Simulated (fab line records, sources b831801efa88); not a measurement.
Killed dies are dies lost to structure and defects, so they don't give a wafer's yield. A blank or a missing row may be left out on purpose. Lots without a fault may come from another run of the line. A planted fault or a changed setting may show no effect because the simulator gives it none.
fab line records | flow sky130
record lots=6 wafers=18 last_day=50
route steps=708 shown FIELD_ISO@1 PAD_OPEN@708
lots that met no fault: from a run of the same line without faults
start_h: hours from the record's first day to the start of the lot's first wafer shown | wait_h: hours since the lot's step before | " the same as in the row above | L1.1+2: a row that stands for several wafers | - no value, or no start given | * or withheld: withheld | < > ~ a bound
route shown NAME@n: a module of which the file shows steps, and the number in the route of the first | usual: mean/standard deviation of fault-free wafers | same: alike in all rows | chamber/n: place in a boat | sites: the reading at each site | _std_site: their standard deviation | _edge_site: outer sites' mean less inner sites' | radius_mm: how far each site lies from the wafer's centre | mask NAME#n: copy n | behind: the tool/chamber that last shaped the wafer | hold: why the lot was held/for how many hours/how that ended | device: the transistor (n, p or np) that didn't switch | end of line: the same wafers' tests at the end of the route | a step without rows: its recipe alone | killed: dies lost to structure and defects at the first sort, not the wafer's yield | map: a wafer's dies, x killed, . not, _ none there
set.NAME: the setting as run; set.NAME@STEP: as run at that earlier step | model.NAME: the simulator's own value behind a step, which no gauge read
lots at some steps of the route; a table a step, a row a wafer
services: from which hour (start_h, from the record's first day; less than 0 if before it) a tool's chamber was out of use, for how many hours, and why
## steps
# step SKY_FIELD_ISO_BOW_MEAS_00
# recipe mode=bow
# usual INCOMING_BOW=0/6.3
# columns lot.wafer tool chamber start_h wait_h INCOMING_BOW[um]
L509.1 film_metro-02 - 30.00 - 1
L509.5 " - " " -2
L509.6 " - " " 7
L512.1 film_metro-04 - 45.00 - 2
L512.3 " - " " 4
L512.5 " - " " -3
L518.1 film_metro-02 - 75.00 - 9
L518.4 " - " " -1
L518.5 " - " " 0
L521.2 film_metro-03 - 90.02 - 9
L521.4 " - " " -9
L521.6 " - " " 7
L523.2 film_metro-04 - 100.02 - 1
L523.3 " - " " -3
L523.5 " - " " -13
L526.1 film_metro-04 - 115.00 - 2
L526.3 " - " " 9
L526.4 " - " " -2
# step SKY_FIELD_ISO_OXIDATION_01
# recipe temp_c=900 ambient=O2 stabilise_s=600 purge_s=300 target_thk_a=120 ox_time_s=1843
# step SKY_FIELD_ISO_THK_MEAS_02
# recipe reads=SiO2_of_FIELD_ISO_OXIDATION_01
# usual FIELD_ISO_OXIDATION_00_THK=12.03/0.21
# columns lot.wafer tool chamber start_h wait_h FIELD_ISO_OXIDATION_00_THK[nm]
L509.1 film_metro-03 - 32.64 0.0 12.31
L509.5 " - " " 12.13
L509.6 " - " " 12.01
L512.1 film_metro-02 - 48.05 0.0 11.73
L512.3 " - " " 11.96
L512.5 " - " " 11.95
L518.1 film_metro-03 - 76.63 0.0 12.13
L518.4 " - " " 12.00
L518.5 " - " " 12.03
L521.2 film_metro-03 - 91.64 0.0 11.98
L521.4 " - " " 11.97
L521.6 " - " " 12.31
L523.2 film_metro-04 - 101.99 0.0 12.16
L523.3 " - " " 12.16
L523.5 " - " " 12.07
L526.1 film_metro-03 - 117.78 0.0 12.34
L526.3 " - " " 12.53
L526.4 " - " " 12.56
# step SKY_FIELD_ISO_CVD_03
# recipe material=Si3N4 precursor=DCS/NH3 target_thk_nm=165 temp_c=770 time_s=2830 pressure_mtorr=250
# usual pressure_mtorr=250.0/0.51 spike_tc_lower_C=770.7/0.96 spike_tc_top_C=779.1/2 zone_power_bottom_pct=22.46/0.22
# columns lot.wafer tool chamber start_h wait_h pressure_mtorr spike_tc_lower_C spike_tc_top_C zone_power_bottom_pct model.Si3N4_of_FIELD_ISO_CVD_03.thk_nm
L509.1 lpcvd-02 1 33.55 0.9 250.7 772.0 776.3 22.64 163.2
L509.5 " 1 " " 249.7 771.0 778.0 22.34 164
L509.6 " 1 " " 250.3 769.7 777.9 22.65 165.5
L512.1 lpcvd-02 0 48.82 0.8 250.2 771.0 781.2 22.44 164.8
L512.3 " 0 " " 250.4 772.9 780.0 22.55 167.5
L512.5 " 0 " " 250.1 770.9 780.5 22.38 165.7
L518.1 lpcvd-02 0 77.09 0.5 250.0 772.4 780.8 22.71 168.1
L518.4 " 0 " " 250.2 770.9 781.8 22.35 167.2
L518.5 " 0 " " 250.4 769.2 781.2 22.25 166.7
L521.2 lpcvd-02 1 91.69 0.0 200.2 770.5 776.4 22.69 155.7
L521.4 " 1 " " 200.4 771.2 778.0 22.28 155.1
L521.6 " 1 " " 199.9 770.2 776.7 22.69 155.9
L523.2 lpcvd-02 1 102.04 0.0 201.0 772.3 775.9 22.49 156
L523.3 " 1 " " 200.7 770.4 776.8 22.56 155.8
L523.5 " 1 " " 200.2 771.7 777.9 22.56 156.8
L526.1 lpcvd-02 0 117.84 0.1 250.1 770.8 781.3 22.48 166.9
L526.3 " 0 " " 250.3 771.1 780.4 22.20 165.1
L526.4 " 0 " " 250.0 769.5 781.2 22.35 166.7
# step SKY_FIELD_ISO_THK_MEAS_04
# recipe reads=Si3N4_of_FIELD_ISO_CVD_03
# usual FIELD_ISO_CVD_03_THK=166.0/1.7
# columns lot.wafer tool chamber start_h wait_h FIELD_ISO_CVD_03_THK[nm]
L509.1 film_metro-03 - 35.34 0.0 163.2
L509.5 " - " " 164.1
L509.6 " - " " 165.7
L512.1 film_metro-03 - 50.61 0.0 164.9
L512.3 " - " " 167.3
L512.5 " - " " 165.6
L518.1 film_metro-03 - 78.88 0.0 168.1
L518.4 " - " " 167.2
L518.5 " - " " 166.8
L521.2 film_metro-03 - 93.49 0.0 155.7
L521.4 " - " " 155.0
L521.6 " - " " 155.8
L523.2 film_metro-04 - 103.84 0.0 156.0
L523.3 " - " " 155.9
L523.5 " - " " 156.8
L526.1 film_metro-02 - 119.63 0.0 166.9
L526.3 " - " " 165.1
L526.4 " - " " 166.8
# step SKY_FIELD_ISO_DEHYDRATE_05
# recipe temp_c=200 time_s=60
# step SKY_FIELD_ISO_HMDS_06
# recipe prime_time_s=60 prime_temp_c=120
# step SKY_FIELD_ISO_COAT_07
# recipe resist=BARC temp_c=withheld time_s=withheld spin_rpm=3000 resist_thk_nm=60
# step SKY_FIELD_ISO_COAT_08
# recipe resist=KrF-thick spin_rpm=3000 resist_thk_nm=450
# step SKY_FIELD_ISO_SOFTBAKE_09
# recipe temp_c=100 time_s=90 resist=KrF-thick
# step SKY_FIELD_ISO_EXPOSE_10
# recipe mask_id=FOM na=0.68 source_shape=annular sigma_inner=0.4 sigma_outer=0.8 target_cd_nm=150 dose_mj=28
# step SKY_FIELD_ISO_PEB_11
# recipe peb_temp_c=withheld peb_time_s=withheld resist=KrF-thick
# step SKY_FIELD_ISO_DEVELOP_12
# recipe develop_time_s=60 resist=KrF-thick dev_temp_c=21
# step SKY_FIELD_ISO_CD_MEAS_13
# recipe target_cd_nm=150
# usual cd_nm=149.8/1.6
# columns lot.wafer tool chamber start_h wait_h cd_nm
L509.1 cd_sem-02 - 50.50 - 150.2
L509.5 " - " " 149.9
L509.6 " - " " 150.8
L512.1 cd_sem-01 - 66.20 - 150.6
L512.3 " - " " 150.4
L512.5 " - " " 151.6
L518.1 cd_sem-01 - 96.75 - 148.1
L518.4 " - " " 149.9
L518.5 " - " " 148.4
L521.2 cd_sem-01 - 112.04 - 150.1
L521.4 " - " " 148.2
L521.6 " - " " 149.8
L523.2 cd_sem-01 - 122.32 - 152.4
L523.3 " - " " 151.8
L523.5 " - " " 150.8
L526.1 cd_sem-01 - 138.90 - 151.2
L526.3 " - " " 150.8
L526.4 " - " " 151.4
# step SKY_FIELD_ISO_ETCH_14
# recipe chemistry=N2/H2 target=BARC ion_energy_ev=200 source_w=500 bias_w=100 pressure_mtorr=30 n2_flow_sccm=100 h2_flow_sccm=200 stop_on=SiO2 time_s=45.9 target_depth_a=600
# usual drypump_motor_current_A=5.7/0.47 oes_product_au=0.854/0.0049 throttle_valve_pct=13.226/0.0089
# columns lot.wafer tool chamber start_h wait_h drypump_motor_current_A oes_product_au rf_hours_counter_h throttle_valve_pct
L509.1 rie_diel-04 0 50.62 0.1 5.1 0.855 92 13.227
L509.5 " 1 " " 5.8 0.854 - 13.236
L509.6 " 2 " " 5.1 0.849 - 13.216
L512.1 rie_diel-01 2 66.32 0.1 5.9 0.849 1 13.239
L512.3 " 1 " " 6.1 0.856 3 13.222
L512.5 " 3 " " 4.8 0.848 - 13.225
L518.1 rie_diel-01 2 96.87 0.1 5.9 0.856 2 13.227
L518.4 " 1 " " 6.1 0.857 4 13.240
L518.5 " 0 " " 6.0 0.851 - 13.218
L521.2 rie_diel-04 2 112.14 0.1 5.1 0.852 10 13.227
L521.4 " 3 " " 6.0 0.854 0 13.231
L521.6 " 3 " " 6.1 0.854 - 13.234
L523.2 rie_diel-01 3 122.42 0.1 4.8 0.854 5 13.230
L523.3 " 2 " " 5.9 0.860 2 13.232
L523.5 " 0 " " 6.1 0.855 - 13.232
L526.1 rie_diel-04 0 139.02 0.1 5.1 0.859 94 13.223
L526.3 " 2 " " 5.1 0.861 10 13.219
L526.4 " 3 " " 6.0 0.848 1 13.213
# step SKY_FIELD_ISO_ETCH_15
# recipe chemistry=CHF3/O2 target_depth_nm=180 stop_on=Si source_w=600 bias_w=200 pressure_mtorr=40 chf3_flow_sccm=50 O2_flow_sccm=5 time_s=72
# usual drypump_motor_current_A=5.7/0.47 oes_product_au=0.949/0.0074 throttle_valve_pct=8.844/0.0086
# columns lot.wafer tool chamber start_h wait_h drypump_motor_current_A oes_product_au rf_hours_counter_h throttle_valve_pct model.etch.depth_nm
L509.1 rie_diel-04 0 50.66 0.0 5.1 0.944 92 8.837 163.2
L509.5 " 1 " " 5.8 0.937 - 8.852 164
L509.6 " 2 " " 5.1 0.947 - 8.842 165.5
L512.1 rie_diel-01 2 66.36 0.0 5.9 0.948 1 8.853 164.8
L512.3 " 1 " " 6.1 0.956 3 8.832 167.5
L512.5 " 3 " " 4.8 0.941 - 8.840 165.7
L518.1 rie_diel-01 2 96.91 0.0 5.9 0.955 2 8.836 168.1
L518.4 " 1 " " 6.1 0.952 4 8.837 167.2
L518.5 " 0 " " 6.0 0.953 - 8.839 166.7
L521.2 rie_diel-04 2 112.18 0.0 5.1 0.916 10 8.837 155.7
L521.4 " 3 " " 6.0 0.909 0 8.839 155.1
L521.6 " 3 " " 6.0 0.925 - 8.850 155.9
L523.2 rie_diel-01 3 122.46 0.0 4.8 0.922 5 8.836 156
L523.3 " 2 " " 5.9 0.916 2 8.842 155.8
L523.5 " 0 " " 6.0 0.916 - 8.835 156.8
L526.1 rie_diel-04 0 139.06 0.0 5.1 0.946 94 8.844 166.9
L526.3 " 2 " " 5.1 0.954 10 8.834 165.1
L526.4 " 3 " " 6.0 0.948 1 8.858 166.7
# step SKY_FIELD_ISO_STRIP_16
# recipe chemistry=O2/N2 power_w=1400 pressure_mtorr=1500 platen_temp_c=withheld o2_flow_sccm=3000 n2_flow_sccm=300 overash_fraction=0.5
# usual drypump_motor_current_A=5.3/0.35 oes_product_au=0.378/0.0052 strip_time_to_endpoint_s=3.538/0.026
# columns lot.wafer tool chamber start_h wait_h drypump_motor_current_A oes_product_au rf_hours_counter_h strip_time_to_endpoint_s
L509.1 plasma_asher-04 1 50.72 0.0 5.4 0.379 37 3.545
L509.5 " 1 " " 5.4 0.385 - 3.540
L509.6 " 0 " " 5.1 0.370 - 3.536
L512.1 plasma_asher-01 1 66.42 0.0 4.9 0.379 26 3.551
L512.3 " 0 " " 5.4 0.371 - 3.572
L512.5 " 1 " " 4.9 0.382 - 3.579
L518.1 plasma_asher-04 0 96.97 0.0 5.1 0.378 42 3.577
L518.4 " 0 " " 5.1 0.379 - 3.545
L518.5 " 1 " " 5.4 0.389 - 3.579
L521.2 plasma_asher-01 0 112.23 0.0 5.4 0.392 30 3.543
L521.4 " 0 " " 5.4 0.371 - 3.565
L521.6 " 0 " " 5.5 0.380 - 3.498
L523.2 plasma_asher-02 0 122.52 0.0 6.0 0.366 42 3.525
L523.3 " 1 " " 5.4 0.379 - 3.497
L523.5 " 0 " " 6.0 0.377 - 3.539
L526.1 plasma_asher-04 1 139.12 0.0 5.4 0.378 47 3.545
L526.3 " 0 " " 5.1 0.384 - 3.555
L526.4 " 1 " " 5.4 0.378 - 3.581
# step SKY_FIELD_ISO_ETCH_17
# recipe target_depth_a=3420 mask_material=Si3N4 chemistry=HBr/Cl2/O2 target=Si taper_deg=5 icp_w=600 bias_w=150 pressure_mtorr=15 HBr_flow_sccm=150 Cl2_flow_sccm=40 O2_flow_sccm=6 time_s=97.7
# usual drypump_motor_current_A=5.8/0.57 mfc_cl2_sccm=40.00/0.11 oes_product_au=1.004/0.0092 throttle_valve_pct=25.653/0.011
# columns lot.wafer tool chamber start_h wait_h drypump_motor_current_A mfc_cl2_sccm oes_product_au rf_hours_counter_h throttle_valve_pct
L509.1 rie_si-01 0 50.82 0.1 6.0 40.06 1.009 1 25.668
L509.5 " 1 " " 5.4 40.09 0.999 - 25.643
L509.6 " 0 " " 6.0 39.91 0.996 - 25.645
L512.1 rie_si-01 2 66.52 0.1 6.6 40.06 0.999 70 25.660
L512.3 " 3 " " 4.9 40.06 0.997 50 25.653
L512.5 " 0 " " 6.0 40.11 1.021 - 25.645
L518.1 rie_si-01 3 97.07 0.1 4.9 39.89 1.003 50 25.659
L518.4 " 3 " " 4.9 39.61 0.996 - 25.651
L518.5 " 0 " " 6.0 40.08 1.017 - 25.647
L521.2 rie_si-02 0 112.33 0.1 6.1 40.07 1.000 141 25.650
L521.4 " 3 " " 6.2 40.10 1.016 136 25.650
L521.6 " 1 " " 5.3 39.95 1.002 - 25.656
L523.2 rie_si-01 0 122.62 0.1 6.0 39.83 1.012 2 25.650
L523.3 " 2 " " 6.6 39.81 1.003 71 25.651
L523.5 " 3 " " 4.9 40.03 0.992 - 25.663
L526.1 rie_si-02 3 139.22 0.1 6.2 40.02 1.016 136 25.649
L526.3 " 0 " " 6.1 40.02 1.003 0 25.649
L526.4 " 1 " " 5.3 39.89 0.993 38 25.653
# step SKY_FIELD_ISO_WET_ETCH_18
# recipe chemistry=H3PO4 target_depth_nm=25 temp_c=160 target=Si3N4 time_s=286
# step SKY_FIELD_ISO_CLEAN_19
# recipe chemistry=SC1/SC2 mix=1:4:20 temp_c=70 time_s=150
# step SKY_FIELD_ISO_CLEAN_20
# recipe chemistry=dHF time_s=20 dilution=100:1
# step SKY_FIELD_ISO_WET_ETCH_21
# recipe chemistry=dHF dilution=100:1 target_depth_nm=20 dry=ipa_marangoni target=SiO2 temp_c=25 time_s=400
# step SKY_FIELD_ISO_OXIDATION_22
# recipe temp_c=950 ambient=O2 stabilise_s=600 purge_s=300 target_thk_a=100 ox_time_s=623
# step SKY_FIELD_ISO_THK_MEAS_23
# recipe reads=SiO2_of_FIELD_ISO_OXIDATION_22
# usual FIELD_ISO_OXIDATION_01_THK=10.06/0.18
# columns lot.wafer tool chamber start_h wait_h FIELD_ISO_OXIDATION_01_THK[nm]
L509.1 film_metro-04 - 55.16 0.0 9.75
L509.5 " - " " 10.00
L509.6 " - " " 9.98
L512.1 film_metro-03 - 68.96 0.0 10.14
L512.3 " - " " 10.22
L512.5 " - " " 10.16
L518.1 film_metro-02 - 99.85 0.0 10.02
L518.4 " - " " 9.67
L518.5 " - " " 9.76
L521.2 film_metro-02 - 113.86 0.0 10.26
L521.4 " - " " 10.26
L521.6 " - " " 10.35
L523.2 film_metro-02 - 124.35 0.0 10.01
L523.3 " - " " 10.29
L523.5 " - " " 10.19
L526.1 film_metro-02 - 140.80 0.0 10.18
L526.3 " - " " 10.07
L526.4 " - " " 9.87
# step SKY_FIELD_ISO_CVD_24
# recipe material=SiO2 target_thk_nm=595 temp_c=650 sigma_open_frac=0.3 time_s=99.2 sih4_flow_sccm=60 pressure_mtorr=6
# step SKY_FIELD_ISO_THK_MEAS_25
# recipe reads=SiO2_of_FIELD_ISO_CVD_24
# usual FIELD_ISO_CVD_24_THK=597/6.1
# columns lot.wafer tool chamber start_h wait_h FIELD_ISO_CVD_24_THK[nm]
L509.1 film_metro-03 - 55.29 0.0 606
L509.5 " - " " 604
L509.6 " - " " 603
L512.1 film_metro-02 - 69.09 0.0 605
L512.3 " - " " 599
L512.5 " - " " 594
L518.1 film_metro-02 - 99.99 0.0 598
L518.4 " - " " 600
L518.5 " - " " 597
L521.2 film_metro-04 - 113.99 0.0 590
L521.4 " - " " 598
L521.6 " - " " 591
L523.2 film_metro-03 - 124.48 0.0 599
L523.3 " - " " 597
L523.5 " - " " 596
L526.1 film_metro-03 - 140.93 0.0 585
L526.3 " - " " 600
L526.4 " - " " 595
# step SKY_FIELD_ISO_ANNEAL_26
# recipe temp_c=1000 time_s=1800 ambient=N2
# step SKY_FIELD_ISO_CMP_27
# recipe stop_on=Si3N4 t_overpolish_s=16 down_force_psi=4 platen_rpm=60 target_thk_nm=457.8 pad_velocity_m_s=0.94248
# usual motor_current_A=11.5/1.1
# columns lot.wafer tool chamber start_h wait_h motor_current_A
L509.1 cmp-01 0 59.73 0.1 10.2
L509.5 " 1 " " 9.6
L509.6 " 2 " " 13.0
L512.1 cmp-02 2 70.70 0.1 12.6
L512.3 " 0 " " 11.7
L512.5 " 2 " " 11.9
L518.4 cmp-02 3 101.55 0.0 12.4
L518.1 " 0 " " 12.1
L518.5 " 0 " " 11.9
L521.2 cmp-01 0 115.59 0.1 9.2
L521.4 " 1 " " 10.1
L521.6 " 0 " " 9.5
L523.2 cmp-01 1 126.08 0.1 10.2
L523.3 " 2 " " 12.4
L523.5 " 1 " " 10.1
L526.3 cmp-01 3 142.49 0.0 11.8
L526.4 " 1 " " 10.3
L526.1 " 2 " " 12.2
# step SKY_FIELD_ISO_WET_ETCH_28
# recipe chemistry=dHF target_depth_nm=23.7 target=SiO2 dilution=10:1 temp_c=25 time_s=47
# usual temp_c=24.99/0.11
# columns lot.wafer tool chamber start_h wait_h temp_c model.Si3N4_of_FIELD_ISO_CVD_03.thk_nm
L509.1 wet_bench-04 2 59.88 0.1 25.08 116.7
L509.5 " 2 " " 25.15 117.7
L509.6 " 2 " " 25.02 119.3
L512.1 wet_bench-01 3 70.95 0.2 25.00 118.6
L512.3 " 3 " " 24.91 121.1
L512.5 " 3 " " 24.95 119
L518.1 wet_bench-04 0 101.85 0.2 25.15 122
L518.4 " 0 " " 24.97 121.3
L518.5 " 0 " " 25.07 120.2
L521.2 wet_bench-04 2 115.84 0.2 24.91 109.5
L521.4 " 2 " " 24.87 108.4
L521.6 " 2 " " 24.71 109.8
L523.2 wet_bench-03 3 126.33 0.2 25.19 109.8
L523.3 " 3 " " 24.91 109.9
L523.5 " 3 " " 25.04 110.9
L526.1 wet_bench-01 0 142.79 0.1 25.13 120.7
L526.3 " 0 " " 25.00 119.2
L526.4 " 0 " " 25.12 121
# step SKY_FIELD_ISO_WET_ETCH_29
# recipe chemistry=H3PO4 target_depth_nm=160 target=Si3N4 temp_c=160 time_s=1825
# step SKY_PAD_OPEN_PROBE_99
# usual killed_at_M0_to_M3=43/6.9 killed_at_M4_up=3.1/1.8 killed_at_contacts=24/5.1 killed_at_front_end=15/4.8 killed_at_other=0.3/0.48 killed_dies=86/8.9 killed_open=47/6.8 killed_short=39/6.3
# same gross_dies=492 killed_at_back_side=0
# columns lot.wafer tool chamber start_h wait_h killed_at_M0_to_M3 killed_at_M4_up killed_at_contacts killed_at_front_end killed_at_other killed_dies killed_open killed_short model.etest.cap_li_to_poly.c_af_um2 model.etest.field_n.vt_v model.etest.sram_nfet_pass.off_log10_a_um
L509.1 prober-01 - 1114.70 0.1 43 1 26 16 1 87 53 33 94.48 36.34 -12.49
L509.5 prober-01 - 1114.90 0.2 51 0 18 17 1 87 53 33 96.74 36.24 -13.02
L509.6 prober-01 - 1114.95 0.2 51 3 14 14 0 82 40 42 97.21 36.22 -12.85
L512.1 prober-01 - 1126.28 0.1 53 3 24 21 0 101 55 46 103.2 35.65 -12.77
L512.3 prober-01 - 1126.38 0.2 40 2 28 12 0 82 41 41 99.29 36.23 -12.87
L512.5 prober-01 - 1126.48 0.2 25 3 25 15 1 69 40 29 97 36.52 -12.94
L518.1 prober-01 - 1154.33 0.1 58 4 20 16 0 98 55 43 100.3 36.45 -12.74
L518.4 prober-01 - 1154.48 0.2 43 6 24 15 1 89 50 39 101 36.23 -12.62
L518.5 prober-01 - 1154.53 0.2 44 2 26 13 1 86 46 40 98.69 36.9 -12.51
L521.2 prober-02 - 1169.10 0.1 58 4 27 13 0 102 57 45 96.58 34.88 -12.33
L521.4 prober-02 - 1169.20 0.2 43 5 16 15 0 79 42 37 94.72 36.01 -12.44
L521.6 prober-02 - 1169.30 0.2 33 3 32 27 0 95 52 43 95.91 35.15 -12.58
L523.2 prober-02 - 1176.32 0.1 42 4 24 12 0 82 41 41 96.16 35.67 -12.67
L523.3 prober-02 - 1176.37 0.2 43 1 30 8 0 82 45 36 94.61 34.94 -12.46
L523.5 prober-02 - 1176.47 0.2 46 3 25 7 1 82 46 35 95.96 34.74 -12.58
L526.1 prober-01 - 1189.33 0.1 42 3 24 14 0 83 39 44 101.4 36.79 -12.93
L526.3 prober-01 - 1189.43 0.2 43 4 24 17 0 88 50 38 99.96 36.1 -12.69
L526.4 prober-01 - 1189.48 0.2 37 4 22 14 0 77 43 34 99.85 35.69 -12.82
# killed by level:class
L509.1 CONTACT:geometric_particle:open=13 METAL2:geometric_particle:short=11 VIA1:geometric_particle:open=9 LI_CONTACT:geometric_particle:open=6 VIA2:geometric_particle:open=6 VIA3:geometric_particle:open=6 POLY_GATE:geometric_particle:short=4 POLY_GATE:geometric_particle:open=4
L509.5 VIA1:geometric_particle:open=10 METAL1:geometric_particle:short=8 VIA3:geometric_particle:open=8 LI_CONTACT:geometric_particle:open=7 VIA2:geometric_particle:open=7 CONTACT:geometric_particle:open=6 FIELD_ISO:geometric_particle:short=5 METAL2:geometric_particle:short=5
L509.6 VIA1:geometric_particle:open=7 CONTACT:geometric_particle:open=7 METAL1:geometric_particle:short=7 VIA1:geometric_particle:short=6 METAL2:geometric_particle:short=6 VIA2:geometric_particle:open=5 VIA3:geometric_particle:open=5 POLY_GATE:geometric_particle:short=4
L512.1 VIA3:geometric_particle:open=13 VIA2:geometric_particle:open=10 FIELD_ISO:geometric_particle:short=7 LOCAL_INTERCONNECT:geometric_particle:short=7 LI_CONTACT:geometric_particle:open=7 VIA1:geometric_particle:open=7 FIELD_ISO:geometric_particle:open=6 METAL1:geometric_particle:short=6
L512.3 CONTACT:geometric_particle:open=10 VIA1:geometric_particle:open=9 METAL3:geometric_particle:short=7 LI_CONTACT:geometric_particle:open=6 CONTACT:geometric_particle:short=6 VIA2:geometric_particle:open=6 VIA1:geometric_particle:short=4 FIELD_ISO:geometric_particle:open=3
L512.5 CONTACT:geometric_particle:open=15 METAL2:geometric_particle:short=8 LI_CONTACT:geometric_particle:open=7 FIELD_ISO:geometric_particle:open=4 POLY_GATE:geometric_particle:short=4 VIA1:geometric_particle:open=4 METAL1:geometric_particle:short=4 VIA2:geometric_particle:open=4
L518.1 VIA1:geometric_particle:open=16 LI_CONTACT:geometric_particle:open=11 VIA1:geometric_particle:short=7 FIELD_ISO:geometric_particle:short=6 METAL2:geometric_particle:short=6 VIA2:geometric_particle:open=6 VIA3:geometric_particle:open=6 CONTACT:geometric_particle:open=5
L518.4 VIA1:geometric_particle:open=14 CONTACT:geometric_particle:open=10 FIELD_ISO:geometric_particle:short=7 VIA2:geometric_particle:open=7 LI_CONTACT:geometric_particle:open=6 VIA3:geometric_particle:open=6 METAL4:geometric_particle:short=6 POLY_GATE:geometric_particle:short=5
L518.5 CONTACT:geometric_particle:open=11 VIA1:geometric_particle:short=7 VIA2:geometric_particle:open=6 LI_CONTACT:geometric_particle:open=6 VIA1:geometric_particle:open=6 METAL2:geometric_particle:short=6 VIA3:geometric_particle:open=5 POLY_GATE:geometric_particle:open=4
L521.2 VIA1:geometric_particle:open=16 CONTACT:geometric_particle:open=9 METAL3:geometric_particle:short=8 METAL1:geometric_particle:short=7 VIA2:geometric_particle:open=7 METAL2:geometric_particle:short=6 VIA3:geometric_particle:open=5 LI_CONTACT:geometric_particle:open=5
L521.4 VIA3:geometric_particle:open=8 VIA2:geometric_particle:open=7 CONTACT:geometric_particle:open=6 LI_CONTACT:geometric_particle:open=5 VIA1:geometric_particle:open=5 POLY_GATE:geometric_particle:open=4 VIA2:geometric_particle:short=4 POLY_GATE:geometric_particle:short=4
L521.6 VIA2:geometric_particle:open=11 LI_CONTACT:geometric_particle:open=9 CONTACT:geometric_particle:short=9 POLY_GATE:geometric_particle:open=7 CONTACT:geometric_particle:open=6 FIELD_ISO:geometric_particle:open=5 POLY_GATE:geometric_particle:short=5 LOCAL_INTERCONNECT:geometric_particle:short=5
L523.2 CONTACT:geometric_particle:open=9 VIA1:geometric_particle:open=7 VIA1:geometric_particle:short=7 VIA2:geometric_particle:open=7 METAL1:geometric_particle:short=6 LI_CONTACT:geometric_particle:open=5 CONTACT:geometric_particle:short=4 VIA3:geometric_particle:short=4
L523.3 VIA1:geometric_particle:open=11 CONTACT:geometric_particle:open=10 CONTACT:geometric_particle:short=7 LI_CONTACT:geometric_particle:open=6 VIA1:geometric_particle:short=6 VIA3:geometric_particle:open=4 LI_CONTACT:geometric_particle:short=4 METAL2:geometric_particle:open=4
L523.5 CONTACT:geometric_particle:open=12 VIA1:geometric_particle:open=9 VIA1:geometric_particle:short=8 VIA2:geometric_particle:open=5 LI_CONTACT:geometric_particle:open=4 METAL3:geometric_particle:short=4 VIA3:geometric_particle:open=4 POLY_GATE:geometric_particle:open=3
L526.1 FIELD_ISO:geometric_particle:short=7 LI_CONTACT:geometric_particle:open=7 VIA3:geometric_particle:open=7 CONTACT:geometric_particle:open=7 VIA1:geometric_particle:open=6 VIA2:geometric_particle:short=6 METAL1:geometric_particle:short=5 FIELD_ISO:geometric_particle:open=4
L526.3 VIA1:geometric_particle:open=12 CONTACT:geometric_particle:open=9 METAL2:geometric_particle:short=7 VIA2:geometric_particle:open=6 FIELD_ISO:geometric_particle:open=5 VIA1:geometric_particle:short=5 LOCAL_INTERCONNECT:geometric_particle:short=4 CONTACT:geometric_particle:short=4
L526.4 CONTACT:geometric_particle:open=9 VIA1:geometric_particle:open=9 LI_CONTACT:geometric_particle:open=6 METAL1:geometric_particle:short=6 VIA1:geometric_particle:short=6 FIELD_ISO:geometric_particle:open=5 METAL2:geometric_particle:short=4 POLY_GATE:geometric_particle:open=3
## services
# columns tool chamber start_h hours kind
plasma_asher-02 - 34.70 21.0 repair
rie_si-02 1 37.04 3.5 repair
rie_diel-04 - 38.02 3.1 repair
cmp-02 - 43.43 1.3 repair
plasma_asher-02 - 53.65 0.9 repair
cmp-01 - 60.39 0.4 repair
cmp-02 - 64.00 4.0 pm
cmp-02 - 68.00 - consumable_replace:conditioner
cmp-02 - 68.00 - consumable_replace:pad
cmp-02 - 77.90 0.8 repair
cmp-01 - 78.58 33.0 repair
rie_si-01 1 79.73 25.2 repair
rie_diel-04 3 83.21 - clean
rie_diel-04 3 83.21 20.3 scheduled_down
rie_diel-04 3 83.21 20.3 vent_cycle
plasma_asher-01 - 95.98 4.3 pm
rie_si-01 0 99.25 7.4 repair
plasma_asher-04 - 109.11 1.8 repair
rie_si-02 - 110.72 0.4 repair
rie_diel-01 2 113.32 1.6 repair
rie_si-01 - 113.82 0.7 repair
cmp-02 - 113.84 0.7 repair
cmp-02 - 126.30 27.3 pm
plasma_asher-02 - 131.99 4.3 repair
## key
first_sign step=SKY_FIELD_ISO_CVD_03 reading=pressure_mtorr direction=down sigmas=97 usual=250.0 struck=200.4
effect step=SKY_FIELD_ISO_THK_MEAS_04 reading=FIELD_ISO_CVD_03_THK direction=down sigmas=5.8 usual=166.0 struck=155.8
effect step=SKY_FIELD_ISO_ETCH_15 reading=oes_product_au direction=down sigmas=4.3 usual=0.949 struck=0.917
model_effect step=SKY_FIELD_ISO_CVD_03 value=Si3N4_of_FIELD_ISO_CVD_03.thk_nm without=166.6 struck=155.9
model_effect step=SKY_FIELD_ISO_ETCH_15 value=etch.depth_nm without=166.6 struck=155.9
model_effect step=SKY_FIELD_ISO_WET_ETCH_28 value=Si3N4_of_FIELD_ISO_CVD_03.thk_nm without=120.4 struck=109.7
model_effect step=SKY_PAD_OPEN_PROBE_99 value=etest.cap_li_to_poly.c_af_um2 without=98.56 struck=95.66
met_at SKY_FIELD_ISO_CVD_03
struck_wafers L521.2,L521.4,L521.6,L523.2,L523.3,L523.5
tester_left_out L521,L523
onset_between 33.55 91.69
fault kind=process_parameter_drift tool=lpcvd-02 chamber=1 onset_h=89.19 steps=SKY_FIELD_ISO_CVD_03 channel=pressure_mtorr offset=-50 shape=step end_h=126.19 acts_in=these_recipes_only stated=250
# tester_left_out: of these lots the tester's yield and bins aren't shown, on N5 and GAA mostly nor the transistor test; their killed dies are dies lost to structure and defects alone, not to doping, threshold or leakage, so they don't give the yield
